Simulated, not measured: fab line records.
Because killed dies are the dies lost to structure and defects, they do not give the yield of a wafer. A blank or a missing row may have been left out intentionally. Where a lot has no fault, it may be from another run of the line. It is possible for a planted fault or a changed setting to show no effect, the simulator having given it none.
Chamber matching -- flow gf180mcu -- rie diel-04 running GF_PASSIVATION_ETCH_11: 4 sister chambers
The step etches the open film in CF4/O2, stops on TiN, target depth 1800 nm, time 400 s. 4 wafers are shown with their chamber, then 7 later ones without.

## EACH WAFER AND ITS CHAMBER
wafer,chamber,drypump motor current A (A)
L663.5,1,5.9
L663.6,0,6.2
L664.2,3,5.2
L664.3,2,5.7

## WAFERS WITH NO CHAMBER GIVEN
wafer,drypump motor current A (A)
L664.4,6.2
L669.1,5.9
L669.3,5.7
L669.4,6.3
L670.1,5.2
L670.3,5.9
L670.5,5.2

## EACH ONE'S CHAMBER
wafer,from the rows above,in truth
L664.4,0,0
L669.1,1,1
L669.3,2,2
L669.4,0,0
L670.1,3,3
L670.3,1,1
L670.5,3,3
Correctly placed: 7 of 7. Can't be placed from these rows: 0. 0 placed wrongly.
How it was worked out, from the rows above alone: a wafer's distance from a chamber is the root of the sum, over the readings, of the square of ((its reading less the chamber's mean) divided by the reading's scatter). The wafer belongs to the nearest chamber; if the next one is less than 2 further off, it can't be placed. A chamber's mean is the mean of its shown wafers. The scatter: with one shown wafer a chamber, the root of the mean of the squares of how far each hidden wafer lies from its nearest shown one.
